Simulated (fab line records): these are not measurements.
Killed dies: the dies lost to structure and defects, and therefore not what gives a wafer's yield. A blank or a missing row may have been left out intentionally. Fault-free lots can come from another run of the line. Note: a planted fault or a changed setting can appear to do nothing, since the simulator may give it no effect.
fab line records | flow sky130
record lots=6 wafers=18 lastDay=48
route steps=708 shown POLY_CUT@317 SD_P@320 RES_XHIGH@332 SD_N@342 PAD_OPEN@708
lots with no fault: from the same line, run without faults
startH: hours from the record's first day to the start of the lot's first wafer shown | waitH: time in hours since the lot's previous step | " as in the row above | L1.1+2: a row that stands for several wafers | - value missing, or start not given | * or withheld: withheld | < > ~ a bound
route shown NAME@n: NAME is a module with steps in the file, n the number in the route of the first one | usual: mean/standard deviation taken from wafers without a fault | same: alike in all rows | chamber/n: place in a boat | sites: per-site readings | _std_site: how widely they spread, as a standard deviation | _edge_site: the outer-site mean with the inner-site mean subtracted | radiusMm: how far each site lies from the wafer's centre | mask NAME#n: copy n | behind: the most recent tool/chamber to have shaped the wafer | hold: cause of the lot's hold/its duration in hours/its outcome | device: the transistor (n, p or np) that didn't switch | end of line: the route-end tests of the same wafers | a step given without rows: its recipe and nothing more | killed: dies that structure and defects cost at the first sort, which is not the same as the wafer's yield | map: dies across one wafer; x = killed, . = not, _ = none there
set.NAME: the setting that was run; set.NAME@STEP: the one run at that earlier step | model.NAME: the simulator's own value behind a step, which no gauge read
lots seen at some steps along the route; tables by step, rows by wafer
services: a tool's chamber out of use, with start hour (startH, from the record's first day; less than 0 if before it), hours out, and reason
## steps
# step SKY_POLY_CUT_ETCH_10
# recipe chemistry=N2/H2 target=BARC ionEnergyEv=200 sourceW=500 biasW=100 pressureMtorr=30 n2FlowSccm=100 h2FlowSccm=200 stopOn=SiO2 timeS=45.9 targetDepthA=600
# step SKY_POLY_CUT_ETCH_11
# recipe target=Si3N4 chemistry=CF4/CH2F2/Ar stopOn=poly-Si sourceW=600 biasW=150 pressureMtorr=40 cf4FlowSccm=40 ch2f2FlowSccm=20 Ar_flow_sccm=150 timeS=42.5 targetDepthA=600
# usual drypumpMotorCurrentA=5.6/0.43 oesProductAu=0.833/0.006 throttleValvePct=14.995/0.0087
# columns lot.wafer tool chamber startH waitH drypumpMotorCurrentA oesProductAu rfHoursCounterH throttleValvePct
L725.1 rieDiel-03 0 595.54 0.0 6.0 0.832 2 15.011
L725.2 " 2 " " 6.4 0.829 10 14.993
L725.3 " 1 " " 5.2 0.832 4 14.997
L730.3 rieDiel-03 0 636.29 0.0 6.0 0.839 3 15.001
L730.4 " 2 " " 6.4 0.840 11 14.992
L730.6 " 0 " " 6.0 0.836 - 14.999
L733.3 rieDiel-02 2 663.95 0.0 6.1 0.841 16 14.999
L733.4 " 1 " " 5.4 0.841 20 15.006
L733.6 " 3 " " 5.2 0.838 - 15.014
L734.2 rieDiel-03 1 680.19 0.0 5.2 0.841 5 14.998
L734.4 " 0 " " 6.0 0.833 4 14.979
L734.6 " 3 " " 5.4 0.830 - 14.999
L735.1 rieDiel-02 3 683.85 0.0 5.2 0.829 2 14.983
L735.3 " 0 " " 6.2 0.831 4 14.993
L735.6 " 0 " " 6.2 0.828 - 15.000
L736.3 rieDiel-04 2 686.05 0.0 5.7 0.840 10 14.981
L736.5 " 2 " " 5.7 0.835 - 15.000
L736.6 " 1 " " 6.0 0.844 - 14.994
# step SKY_POLY_CUT_STRIP_12
# recipe chemistry=O2/N2 powerW=1400 pressureMtorr=1500 platenTempC=withheld o2FlowSccm=3000 n2FlowSccm=300 overashFraction=0.5
# step SKY_SD_P_DEHYDRATE_00
# recipe tempC=200 timeS=60
# step SKY_SD_P_HMDS_01
# recipe primeTimeS=60 primeTempC=120
# step SKY_SD_P_COAT_02
# recipe resist=NOVOLAK spinRpm=3000 resistThkNm=1140
# step SKY_SD_P_SOFTBAKE_03
# recipe tempC=90 timeS=60 resist=NOVOLAK
# step SKY_SD_P_EXPOSE_04
# recipe maskId=PSDM na=0.6 sourceShape=conventional sigmaOuter=0.6 polarization=unpolarized targetCdNm=380 doseMj=138
# step SKY_SD_P_PEB_05
# recipe tempC=withheld timeS=* resist=NOVOLAK
# step SKY_SD_P_DEVELOP_06
# recipe resist=NOVOLAK developer=TMAH developTimeS=60 devTempC=23
# step SKY_SD_P_CD_MEAS_07
# recipe targetCdNm=380
# usual cdNm=381.2/2.4
# columns lot.wafer tool chamber startH waitH cdNm
L725.1 cdSem-02 - 625.15 0.1 380.2
L725.2 " - " " 386.4
L725.3 " - " " 383.9
L730.3 cdSem-01 - 664.89 0.1 381.6
L730.4 " - " " 379.7
L730.6 " - " " 378.9
L733.3 cdSem-02 - 692.34 0.1 380.6
L733.4 " - " " 381.6
L733.6 " - " " 383.3
L734.2 cdSem-01 - 707.22 0.1 379.5
L734.4 " - " " 380.9
L734.6 " - " " 380.6
L735.1 cdSem-01 - 711.50 0.1 382.8
L735.3 " - " " 383.4
L735.6 " - " " 382.1
L736.3 cdSem-02 - 714.35 0.1 379.6
L736.5 " - " " 381.4
L736.6 " - " " 381.3
# step SKY_SD_P_OVL_MEAS_08
# usual SD_P_OVL=-0.2/1.4
# columns lot.wafer tool chamber startH waitH SD_P_OVL[nm]
L725.1 overlay-02 - 625.27 0.1 -1.5
L725.2 " - " " 1.8
L725.3 " - " " -1.1
L730.3 overlay-02 - 664.99 0.1 0.9
L730.4 " - " " 0.3
L730.6 " - " " -0.1
L733.3 overlay-01 - 692.44 0.1 0.6
L733.4 " - " " -0.4
L733.6 " - " " -0.8
L734.2 overlay-01 - 707.33 0.1 1.3
L734.4 " - " " -0.1
L734.6 " - " " -1.0
L735.1 overlay-01 - 711.62 0.1 -1.5
L735.3 " - " " 0.7
L735.6 " - " " -1.2
L736.3 overlay-02 - 714.45 0.1 -1.8
L736.5 " - " " -0.4
L736.6 " - " " -2.9
# step SKY_SD_P_IMPLANT_09
# recipe species=BF2 energyKev=20 doseCm2=3e+15 tiltDeg=0
# usual beamEnergyKeV=20.001/0.0062 endStationPressureTorr=1.42e-05/1.2e-06
# columns lot.wafer tool chamber startH waitH beamEnergyKeV endStationPressureTorr model.implant.drpNm
L725.1 implanter-04 0 625.31 0.0 20.005 1.25e-05 9.746
L725.2 " 0 " " 19.994 1.44e-05 9.746
L725.3 " 0 " " 20.003 1.35e-05 9.746
L730.3 implanter-04 0 665.06 0.1 20.007 1.27e-05 9.746
L730.4 " 0 " " 20.011 1.32e-05 9.746
L730.6 " 0 " " 20.001 1.3e-05 9.746
L733.3 implanter-04 0 692.51 0.1 19.254 1.42e-05 9.491
L733.4 " 0 " " 19.260 1.26e-05 9.491
L733.6 " 0 " " 19.265 1.35e-05 9.491
L734.2 implanter-02 0 707.38 0.0 19.993 1.68e-05 9.746
L734.4 " 0 " " 20.003 1.5e-05 9.746
L734.6 " 0 " " 20.002 1.6e-05 9.746
L735.1 implanter-03 0 711.66 0.0 20.006 1.44e-05 9.746
L735.3 " 0 " " 19.999 1.43e-05 9.746
L735.6 " 0 " " 19.994 1.34e-05 9.746
L736.3 implanter-04 0 714.52 0.1 19.268 1.34e-05 9.491
L736.5 " 0 " " 19.262 1.32e-05 9.491
L736.6 " 0 " " 19.259 1.39e-05 9.491
# step SKY_SD_P_STRIP_10
# recipe chemistry=O2/N2 powerW=1400 pressureMtorr=1500 platenTempC=withheld o2FlowSccm=3000 n2FlowSccm=300 overashFraction=0.5
# usual drypumpMotorCurrentA=6.0/0.43 oesProductAu=0.617/0.0046 stripTimeToEndpointS=17.51/0.038
# columns lot.wafer tool chamber startH waitH drypumpMotorCurrentA oesProductAu rfHoursCounterH stripTimeToEndpointS
L725.1 plasmaAsher-03 0 625.46 0.1 5.8 0.617 54 17.50
L725.2 " 1 " " 5.7 0.615 54 17.45
L725.3 " 1 " " 5.8 0.611 - 17.48
L730.3 plasmaAsher-04 1 665.19 0.1 5.3 0.609 - 17.51
L730.4 " 0 " " 6.0 0.620 - 17.48
L730.6 " 1 " " 5.3 0.624 - 17.52
L733.3 plasmaAsher-01 0 692.64 0.1 6.1 0.621 - 17.45
L733.4 " 1 " " 6.7 0.625 - 17.44
L733.6 " 0 " " 6.1 0.615 - 17.45
L734.2 plasmaAsher-03 0 707.51 0.1 5.8 0.620 62 17.55
L734.4 " 1 " " 5.7 0.610 - 17.56
L734.6 " 0 " " 5.8 0.621 - 17.59
L735.1 plasmaAsher-01 0 711.81 0.1 6.2 0.610 108 17.49
L735.3 " 0 " " 6.2 0.617 - 17.49
L735.6 " 1 " " 6.7 0.613 - 17.47
L736.3 plasmaAsher-01 1 714.65 0.1 6.7 0.622 - 17.43
L736.5 " 0 " " 6.2 0.628 - 17.41
L736.6 " 1 " " 6.7 0.615 - 17.38
# step SKY_SD_P_TW_MEAS_11
# usual SD_P_TW=2833/22
# columns lot.wafer tool chamber startH waitH SD_P_TW
L725.1 filmMetro-04 - 625.56 0.1 2848
L725.2 " - " " 2843
L725.3 " - " " 2841
L730.3 filmMetro-01 - 665.28 0.1 2812
L730.4 " - " " 2816
L730.6 " - " " 2795
L733.3 filmMetro-04 - 692.74 0.1 2835
L733.4 " - " " 2826
L733.6 " - " " 2819
L734.2 filmMetro-03 - 707.62 0.1 2824
L734.4 " - " " 2829
L734.6 " - " " 2833
L735.1 filmMetro-04 - 711.91 0.1 2849
L735.3 " - " " 2837
L735.6 " - " " 2855
L736.3 filmMetro-04 - 714.74 0.1 2834
L736.5 " - " " 2822
L736.6 " - " " 2838
# step SKY_RES_XHIGH_DEHYDRATE_00
# recipe tempC=200 timeS=60
# step SKY_RES_XHIGH_HMDS_01
# recipe primeTimeS=60 primeTempC=120
# step SKY_RES_XHIGH_COAT_02
# recipe resist=NOVOLAK spinRpm=3000 resistThkNm=1140
# step SKY_RES_XHIGH_SOFTBAKE_03
# recipe tempC=90 timeS=60 resist=NOVOLAK
# step SKY_RES_XHIGH_EXPOSE_04
# recipe maskId=URPM na=0.6 sourceShape=conventional sigmaOuter=0.6 polarization=unpolarized targetCdNm=1270 doseMj=140
# step SKY_RES_XHIGH_PEB_05
# recipe tempC=withheld timeS=* resist=NOVOLAK
# step SKY_RES_XHIGH_DEVELOP_06
# recipe resist=NOVOLAK developer=TMAH developTimeS=60 devTempC=23
# step SKY_RES_XHIGH_IMPLANT_07
# recipe species=BF2 energyKev=20 doseCm2=3.6e+14 tiltDeg=0
# step SKY_RES_XHIGH_STRIP_08
# recipe chemistry=O2/N2 powerW=1400 pressureMtorr=1500 platenTempC=withheld o2FlowSccm=3000 n2FlowSccm=300 overashFraction=0.5
# usual drypumpMotorCurrentA=5.9/0.4 oesProductAu=0.711/0.0044 stripTimeToEndpointS=14.28/0.038
# columns lot.wafer tool chamber startH waitH drypumpMotorCurrentA oesProductAu rfHoursCounterH stripTimeToEndpointS
L725.1 plasmaAsher-04 0 654.49 0.1 6.0 0.710 75 14.26
L725.2 " 1 " " 5.3 0.716 75 14.28
L725.3 " 1 " " 5.3 0.706 - 14.30
L730.3 plasmaAsher-01 1 693.13 0.1 6.7 0.712 - 14.27
L730.4 " 0 " " 6.2 0.712 - 14.24
L730.6 " 0 " " 6.2 0.717 - 14.24
L733.3 plasmaAsher-04 0 720.53 0.1 6.0 0.711 - 14.31
L733.4 " 1 " " 5.3 0.704 - 14.29
L733.6 " 1 " " 5.3 0.710 - 14.28
L734.2 plasmaAsher-02 1 735.66 0.1 6.1 0.709 29 14.27
L734.4 " 0 " " 5.8 0.711 - 14.26
L734.6 " 0 " " 5.8 0.710 - 14.29
L735.1 plasmaAsher-02 0 740.10 0.1 5.8 0.712 29 14.29
L735.3 " 0 " " 5.8 0.708 - 14.29
L735.6 " 1 " " 6.0 0.710 - 14.29
L736.3 plasmaAsher-02 0 742.43 0.1 5.8 0.715 - 14.26
L736.5 " 0 " " 5.8 0.719 - 14.27
L736.6 " 1 " " 6.1 0.719 - 14.27
# step SKY_RES_XHIGH_TW_MEAS_09
# usual RES_XHIGH_TW=1637/14
# columns lot.wafer tool chamber startH waitH RES_XHIGH_TW
L725.1 filmMetro-03 - 654.59 0.1 1637
L725.2 " - " " 1642
L725.3 " - " " 1644
L730.3 filmMetro-01 - 693.22 0.1 1612
L730.4 " - " " 1616
L730.6 " - " " 1609
L733.3 filmMetro-01 - 720.62 0.1 1628
L733.4 " - " " 1618
L733.6 " - " " 1613
L734.2 filmMetro-03 - 735.77 0.1 1655
L734.4 " - " " 1644
L734.6 " - " " 1636
L735.1 filmMetro-03 - 740.20 0.1 1649
L735.3 " - " " 1646
L735.6 " - " " 1653
L736.3 filmMetro-03 - 742.51 0.1 1646
L736.5 " - " " 1651
L736.6 " - " " 1651
# step SKY_SD_N_DEHYDRATE_00
# recipe tempC=200 timeS=60
# step SKY_SD_N_HMDS_01
# recipe primeTimeS=60 primeTempC=120
# step SKY_SD_N_COAT_02
# recipe resist=NOVOLAK spinRpm=3000 resistThkNm=1140
# step SKY_SD_N_SOFTBAKE_03
# recipe tempC=90 timeS=60 resist=NOVOLAK
# step SKY_SD_N_EXPOSE_04
# recipe maskId=NSDM na=0.6 sourceShape=conventional sigmaOuter=0.6 polarization=unpolarized targetCdNm=380 doseMj=141
# step SKY_SD_N_PEB_05
# recipe tempC=withheld timeS=* resist=NOVOLAK
# step SKY_SD_N_DEVELOP_06
# recipe resist=NOVOLAK developer=TMAH developTimeS=60 devTempC=23
# step SKY_SD_N_CD_MEAS_07
# recipe targetCdNm=380
# usual cdNm=380/3.2
# columns lot.wafer tool chamber startH waitH cdNm
L725.1 cdSem-01 - 682.70 0.1 382
L725.2 " - " " 380
L725.3 " - " " 379
L730.3 cdSem-01 - 720.24 0.1 374
L730.4 " - " " 379
L730.6 " - " " 377
L733.3 cdSem-01 - 747.65 0.1 381
L733.4 " - " " 381
L733.6 " - " " 383
L734.2 cdSem-02 - 760.31 0.1 383
L734.4 " - " " 385
L734.6 " - " " 382
L735.1 cdSem-02 - 764.64 0.1 387
L735.3 " - " " 385
L735.6 " - " " 388
L736.3 cdSem-02 - 766.79 0.1 377
L736.5 " - " " 377
L736.6 " - " " 375
# step SKY_SD_N_OVL_MEAS_08
# usual SD_N_OVL=1.0/1.4
# columns lot.wafer tool chamber startH waitH SD_N_OVL[nm]
L725.1 overlay-01 - 682.82 0.1 0.8
L725.2 " - " " 0.8
L725.3 " - " " 2.7
L730.3 overlay-02 - 720.34 0.1 0.6
L730.4 " - " " 1.5
L730.6 " - " " 0.8
L733.3 overlay-01 - 747.74 0.1 -0.2
L733.4 " - " " 1.1
L733.6 " - " " 2.7
L734.2 overlay-01 - 760.42 0.1 0.8
L734.4 " - " " 1.2
L734.6 " - " " 2.9
L735.1 overlay-02 - 764.76 0.1 0.6
L735.3 " - " " 0.3
L735.6 " - " " 1.4
L736.3 overlay-01 - 766.89 0.1 5.6
L736.5 " - " " 3.2
L736.6 " - " " 4.6
# step SKY_SD_N_IMPLANT_09
# recipe species=As energyKev=50 doseCm2=4e+15 tiltDeg=0
# step SKY_SD_N_IMPLANT_10
# recipe species=P energyKev=20 doseCm2=1e+14 tiltDeg=0
# step SKY_SD_N_STRIP_11
# recipe chemistry=O2/N2 powerW=1400 pressureMtorr=1500 platenTempC=withheld o2FlowSccm=3000 n2FlowSccm=300 overashFraction=0.5
# usual drypumpMotorCurrentA=6.1/0.36 oesProductAu=0.528/0.0044 stripTimeToEndpointS=22.57/0.039
# columns lot.wafer tool chamber startH waitH drypumpMotorCurrentA oesProductAu rfHoursCounterH stripTimeToEndpointS
L725.1 plasmaAsher-02 0 683.16 0.1 5.8 0.535 24 22.58
L725.2 " 1 " " 6.1 0.525 24 22.59
L725.3 " 1 " " 6.1 0.525 - 22.54
L730.3 plasmaAsher-03 0 720.69 0.1 5.8 0.527 - 22.60
L730.4 " 1 " " 5.7 0.530 - 22.59
L730.6 " 1 " " 5.7 0.533 - 22.53
L733.3 plasmaAsher-01 1 748.10 0.1 6.7 0.519 - 22.60
L733.4 " 0 " " 6.1 0.522 - 22.57
L733.6 " 0 " " 6.1 0.524 - 22.58
L734.2 plasmaAsher-03 1 760.75 0.1 5.7 0.534 67 22.58
L734.4 " 1 " " 5.7 0.525 - 22.56
L734.6 " 1 " " 5.7 0.529 - 22.57
L735.1 plasmaAsher-01 0 765.10 0.1 6.1 0.530 2 22.57
L735.3 " 1 " " 6.7 0.528 - 22.54
L735.6 " 1 " " 6.7 0.527 - 22.57
L736.3 plasmaAsher-03 0 767.24 0.1 5.8 0.520 - 22.53
L736.5 " 0 " " 5.8 0.522 - 22.50
L736.6 " 1 " " 5.8 0.520 - 22.52
# step SKY_SD_N_TW_MEAS_12
# usual SD_N_TW=3981/36
# columns lot.wafer tool chamber startH waitH SD_N_TW
L725.1 filmMetro-01 - 683.26 0.1 3907
L725.2 " - " " 3943
L725.3 " - " " 3918
L730.3 filmMetro-03 - 720.78 0.1 4038
L730.4 " - " " 4029
L730.6 " - " " 4019
L733.3 filmMetro-04 - 748.19 0.1 4025
L733.4 " - " " 4034
L733.6 " - " " 4003
L734.2 filmMetro-01 - 760.86 0.1 3950
L734.4 " - " " 3943
L734.6 " - " " 3927
L735.1 filmMetro-01 - 765.20 0.1 3948
L735.3 " - " " 3936
L735.6 " - " " 3965
L736.3 filmMetro-01 - 767.33 0.1 3957
L736.5 " - " " 3944
L736.6 " - " " 3939
# step SKY_SD_N_CLEAN_13
# recipe chemistry=SC1/SC2 mix=1:4:20 tempC=70 timeS=150 dry=n2Spin
# step SKY_SD_N_RTA_14
# recipe tempC=1075 timeS=2 idleTempC=650 rampUpCPerS=150 rampDownCPerS=90 ambient=N2
# usual lampPowerPct=15.73/0.056 wafer_temp_C_max=1078.1/1.3
# columns lot.wafer tool chamber startH waitH lampPowerPct wafer_temp_C_max
L725.1 rtpAnneal-02 0 683.37 0.0 15.68 1081.5
L725.2 " 0 " " 15.75 1078.1
L725.3 " 0 " " 15.73 1077.6
L730.3 rtpAnneal-02 0 720.96 0.0 15.71 1075.4
L730.4 " 0 " " 15.78 1078.7
L730.6 " 0 " " 15.67 1078.6
L733.3 rtpAnneal-01 0 748.29 0.0 15.70 1080.0
L733.4 " 0 " " 15.68 1078.4
L733.6 " 0 " " 15.76 1078.5
L734.2 rtpAnneal-02 0 760.97 0.0 15.72 1077.7
L734.4 " 0 " " 15.74 1079.9
L734.6 " 0 " " 15.81 1078.7
L735.1 rtpAnneal-01 0 765.31 0.0 15.77 1077.2
L735.3 " 0 " " 15.70 1078.7
L735.6 " 0 " " 15.73 1078.3
L736.3 rtpAnneal-02 0 767.44 0.0 15.76 1077.9
L736.5 " 0 " " 15.76 1077.7
L736.6 " 0 " " 15.77 1077.6
# step SKY_SD_N_RS_MEAS_16
# recipe thkMeasGauge=four-point-probe
# usual SD_N_RS=68.48/0.14
# columns lot.wafer tool chamber startH waitH SD_N_RS[ohm/sq]
L725.1 filmMetro-03 - 683.54 0.1 68.23
L725.2 " - " " 68.32
L725.3 " - " " 68.27
L730.3 filmMetro-01 - 721.20 0.1 68.57
L730.4 " - " " 68.49
L730.6 " - " " 68.50
L733.3 filmMetro-03 - 748.49 0.1 68.38
L733.4 " - " " 68.25
L733.6 " - " " 68.29
L734.2 filmMetro-03 - 761.15 0.1 68.43
L734.4 " - " " 68.46
L734.6 " - " " 68.35
L735.1 filmMetro-04 - 765.48 0.1 68.50
L735.3 " - " " 68.65
L735.6 " - " " 68.53
L736.3 filmMetro-04 - 767.64 0.1 68.66
L736.5 " - " " 68.66
L736.6 " - " " 68.76
# step SKY_SD_N_RS_MEAS_17
# recipe thkMeasGauge=four-point-probe
# usual SD_P_RS=147.0/0.36
# columns lot.wafer tool chamber startH waitH SD_P_RS[ohm/sq]
L725.1 filmMetro-03 - 683.66 0.1 146.5
L725.2 " - " " 146.3
L725.3 " - " " 146.7
L730.3 filmMetro-01 - 721.32 0.1 147.0
L730.4 " - " " 146.9
L730.6 " - " " 146.5
L733.3 filmMetro-03 - 748.61 0.1 149.3
L733.4 " - " " 149.4
L733.6 " - " " 148.8
L734.2 filmMetro-03 - 761.27 0.1 147.3
L734.4 " - " " 147.0
L734.6 " - " " 146.8
L735.1 filmMetro-04 - 765.60 0.1 146.7
L735.3 " - " " 147.1
L735.6 " - " " 147.2
L736.3 filmMetro-04 - 767.76 0.1 149.8
L736.5 " - " " 149.6
L736.6 " - " " 150.0
# step SKY_PAD_OPEN_PROBE_99
# usual killed_at_M0_to_M3=43/6.8 killed_at_M4_up=3.2/1.7 killedAtContacts=24/5.7 killedAtFrontEnd=16/4.3 killedAtOther=0.3/0.56 killedDies=86/9.5 killedOpen=47/6.9 killedShort=39/5.8
# same grossDies=492 killedAtBackSide=0
# columns lot.wafer tool chamber startH waitH killed_at_M0_to_M3 killed_at_M4_up killedAtContacts killedAtFrontEnd killedAtOther killedDies killedOpen killedShort
L733.3 prober-02 - 1150.27 0.2 49 5 24 10 0 88 49 39
L733.4 prober-02 - 1150.32 0.2 36 5 28 11 0 80 41 39
L733.6 prober-02 - 1150.42 0.2 52 1 40 9 0 102 60 42
# killed by level:class
L733.3 METAL2:geometricParticle:short=12 VIA1:geometricParticle:open=9 VIA3:geometricParticle:open=8 LI_CONTACT:geometricParticle:open=7 CONTACT:geometricParticle:open=6 VIA2:geometricParticle:open=6 METAL1:geometricParticle:short=5 LOCAL_INTERCONNECT:geometricParticle:short=5
L733.4 VIA1:geometricParticle:open=9 LOCAL_INTERCONNECT:geometricParticle:short=8 CONTACT:geometricParticle:open=6 LI_CONTACT:geometricParticle:short=5 LI_CONTACT:geometricParticle:open=5 METAL1:geometricParticle:short=5 METAL2:geometricParticle:short=5 VIA3:geometricParticle:open=5
L733.6 CONTACT:geometricParticle:open=14 VIA3:geometricParticle:open=12 VIA1:geometricParticle:open=9 LOCAL_INTERCONNECT:geometricParticle:short=9 LI_CONTACT:geometricParticle:open=8 VIA2:geometricParticle:open=8 METAL2:geometricParticle:short=6 CONTACT:geometricParticle:short=5
## services
# columns tool chamber startH hours kind
implanter-04 - 588.37 1.0 repair
implanter-04 - 592.46 3.9 repair
implanter-03 - 600.08 2.3 repair
rieDiel-02 3 615.49 12.8 repair
rieDiel-03 0 623.10 2.2 repair
implanter-02 - 624.33 2.0 repair
plasmaAsher-04 - 629.48 9.2 pm
implanter-02 - 631.38 3.4 pm
rieDiel-02 3 636.02 2.0 repair
rieDiel-02 0 638.43 12.6 repair
plasmaAsher-04 - 659.49 3.7 repair
rieDiel-04 2 692.67 9.4 repair
implanter-04 - 695.95 5.0 pm
plasmaAsher-03 - 712.87 3.2 repair
rieDiel-02 - 718.04 2.6 repair
implanter-04 - 718.06 6.1 repair
rieDiel-04 - 729.41 0.3 repair
rieDiel-02 - 731.35 2.8 pm
plasmaAsher-01 - 733.75 9.0 pm
plasmaAsher-01 0 733.75 9.0 ventCycle
plasmaAsher-01 1 733.75 9.0 ventCycle
plasmaAsher-01 - 742.75 2.8 pm
rieDiel-03 2 746.47 7.1 repair
rieDiel-03 - 757.53 4.3 pm
## key
firstSign step=SKY_SD_P_IMPLANT_09 reading=beamEnergyKeV direction=down sigmas=99+ usual=* struck=*
effect step=SKY_SD_N_RS_MEAS_17 reading=SD_P_RS direction=up sigmas=7 usual=147.0 struck=149.5
modelEffect step=SKY_SD_P_IMPLANT_09 value=implant.drpNm without=9.746 struck=9.491
metAt SKY_SD_P_IMPLANT_09
struckWafers L733.3,L733.4,L733.6,L736.3,L736.5,L736.6
testerLeftOut L733,L736
onsetBetween 665.06 692.51
fault kind=processParameterDrift tool=implanter-04 chamber=- onsetH=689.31 steps=SKY_SD_P_IMPLANT_09 channel=energyKev offset=* shape=step endH=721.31 actsIn=* stated=*
# testerLeftOut: of these lots the tester's yield and bins aren't shown, on N5 and GAA mostly nor the transistor test; their killed dies are dies lost to structure and defects alone, not to doping, threshold or leakage, so they don't give the yield
